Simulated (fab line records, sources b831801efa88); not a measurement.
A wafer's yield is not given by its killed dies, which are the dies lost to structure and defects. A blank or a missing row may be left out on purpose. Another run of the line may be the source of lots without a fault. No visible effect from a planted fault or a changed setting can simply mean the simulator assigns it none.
fab line records | flow sky130
record lots=13 | wafers=39 | lastDay=50
route steps=708 shown LDD_HVP@282 PAD_OPEN@708
lots that met no fault: from a run of the same line without faults
startH: hours from the record's opening day to when the first of the lot's shown wafers began | waitH: how many hours have passed since the lot's step before this one | " repeats the value in the row above | L1.1+2: one row covering several wafers at once | - either no value or no given start | * or withheld: withheld | < > ~ a bound
route shown NAME@n: names a module that has steps shown in the file, with the first one's number in the route | usual: mean/standard deviation of fault-free wafers | same: alike in all rows | chamber/n: place in a boat | sites: the reading at each site | _std_site: standard deviation of those values | _edge_site: inner sites' mean taken away from outer sites' mean | radiusMm: how far each site lies from the wafer's centre | mask NAME#n: copy n | behind: tool/chamber where the wafer was last shaped | hold: why the lot went on hold/how many hours it stayed there/how the hold came to an end | device: transistor that didn't switch, given as n, p or np | end of line: tests of these same wafers at the route's end | for a step that has no rows: nothing shown but its recipe | killed: the dies lost at the first sort to structure and to defects; this is not the yield of the wafer | map: a wafer's dies, x killed, . not, _ none there
set.NAME: the run value of the setting; set.NAME@STEP: its run value at that earlier step | model.NAME: the simulator's own value behind a step, which no gauge read
a sample of lots followed through the steps of the route, with each step as a table and each wafer as a row
services: from which hour (startH, from the record's first day; less than 0 if before it) a tool's chamber was out of use, for how many hours, and why
## steps
# step SKY_LDD_HVP_EXPOSE_04
# recipe maskId=HVPTM | na=0.6 | sourceShape=conventional | sigmaOuter=0.6 | polarization=unpolarized | targetCdNm=700 | doseMj=86
lot.wafer  | tool            | chamber | startH | waitH | mask
L247.3+4+5 | ilineStepper-02 | 0       | 475.41 | -     | HVPTM#0
L248.1+5+6 | ilineStepper-01 | 0       | 485.33 | -     | HVPTM#0
L250.1+2+6 | ilineStepper-02 | 0       | 504.63 | -     | HVPTM#0
L252.3+5+6 | ilineStepper-02 | 0       | 544.98 | -     | HVPTM#0
L253.1+4+6 | ilineStepper-01 | 0       | 562.89 | -     | HVPTM#0
L254.2+4+5 | ilineStepper-02 | 0       | 564.85 | -     | HVPTM#0
L255.1+2+5 | ilineStepper-02 | 0       | 567.95 | -     | HVPTM#0
L256.2+4+6 | ilineStepper-01 | 0       | 584.50 | -     | HVPTM_R1#0
L258.2+4+5 | ilineStepper-01 | 0       | 585.14 | -     | HVPTM#0
L257.1+2+6 | ilineStepper-02 | 0       | 586.49 | -     | HVPTM#0
L265.2+3+4 | ilineStepper-01 | 0       | 633.53 | -     | HVPTM#0
L269.2+4+6 | ilineStepper-01 | 0       | 666.88 | -     | HVPTM#0
L268.2+4+6 | ilineStepper-01 | 0       | 667.90 | -     | HVPTM#0
# step SKY_PAD_OPEN_PROBE_99
# usual killed_at_M0_to_M3=43/6.8 | killed_at_M4_up=3.0/1.8 | killedAtContacts=23/5.4 | killedAtFrontEnd=15/4.4 | killedAtOther=0.3/0.51 | killedDies=85/9.2 | killedOnRim=17/3.7 | killedOpen=47/6.8 | killedShort=39/6.8
# same grossDies=492 | killedAtBackSide=0
lot.wafer | tool      | chamber | startH  | waitH | killed_at_M0_to_M3 | killed_at_M4_up | killedAtContacts | killedAtFrontEnd | killedAtOther | killedDies | killedOnRim | killedOpen | killedShort
L256.2    | prober-02 | -       | 1145.97 | 0.1   | 44                 | 3               | 26               | 322              | 0             | 395        | 93          | 48         | 36
L256.4    | prober-02 | -       | 1146.07 | 0.2   | 44                 | 1               | 19               | 328              | 1             | 393        | 93          | 44         | 34
L256.6    | prober-02 | -       | 1146.17 | 0.2   | 34                 | 5               | 22               | 335              | 0             | 396        | 93          | 31         | 42
# killed by level:class
L256.2 LDD_HVP:areaExpose=311 LI_CONTACT:geometricParticle:open=13 METAL2:geometricParticle:short=10 VIA1:geometricParticle:open=10 CONTACT:geometricParticle:open=7 METAL1:geometricParticle:short=7 FIELD_ISO:geometricParticle:open=4 LOCAL_INTERCONNECT:geometricParticle:short=3
L256.4 LDD_HVP:areaExpose=315 VIA1:geometricParticle:open=12 CONTACT:geometricParticle:open=9 VIA1:geometricParticle:short=9 FIELD_ISO:geometricParticle:open=6 LI_CONTACT:geometricParticle:open=6 VIA2:geometricParticle:short=6 VIA2:geometricParticle:open=6
L256.6 LDD_HVP:areaExpose=323 VIA1:geometricParticle:short=8 LI_CONTACT:geometricParticle:open=7 VIA1:geometricParticle:open=7 VIA2:geometricParticle:short=5 CONTACT:geometricParticle:short=5 CONTACT:geometricParticle:open=5 FIELD_ISO:geometricParticle:short=4
## services
tool            | chamber | startH | hours | kind
ilineStepper-02 | -       | 464.95 | 1.7   | pm
ilineStepper-01 | -       | 525.56 | 21.2  | repair
ilineStepper-01 | -       | 594.51 | 2.1   | pm
ilineStepper-01 | -       | 596.60 | -     | consumableReplace:lamp
ilineStepper-01 | -       | 605.52 | 1.7   | pm
ilineStepper-02 | -       | 612.28 | 6.0   | repair
## key
firstSign step=SKY_LDD_HVP_EXPOSE_04 | reading=mask | direction=changed
effect step=SKY_PAD_OPEN_PROBE_99 | reading=killedAtFrontEnd | direction=up | sigmas=71 | usual=15 | struck=328
moreKillsBornAt SKY_LDD_HVP_EXPOSE_04@ilineStepper-01=949
metAt SKY_LDD_HVP_EXPOSE_04
struckLots L256
testerLeftOut L256
onsetBetween 562.89 584.50
fault kind=wrongMask | tool=any | chamber=- | onsetH=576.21 | steps=SKY_LDD_HVP_EXPOSE_04 | auxCopy=HVPTM_R1#0 | cdOffsetNm=-140 | scope=struckLotsOnly
# testerLeftOut: of these lots the tester's yield and bins aren't shown, on N5 and GAA mostly nor the transistor test; their killed dies are dies lost to structure and defects alone, not to doping, threshold or leakage, so they don't give the yield
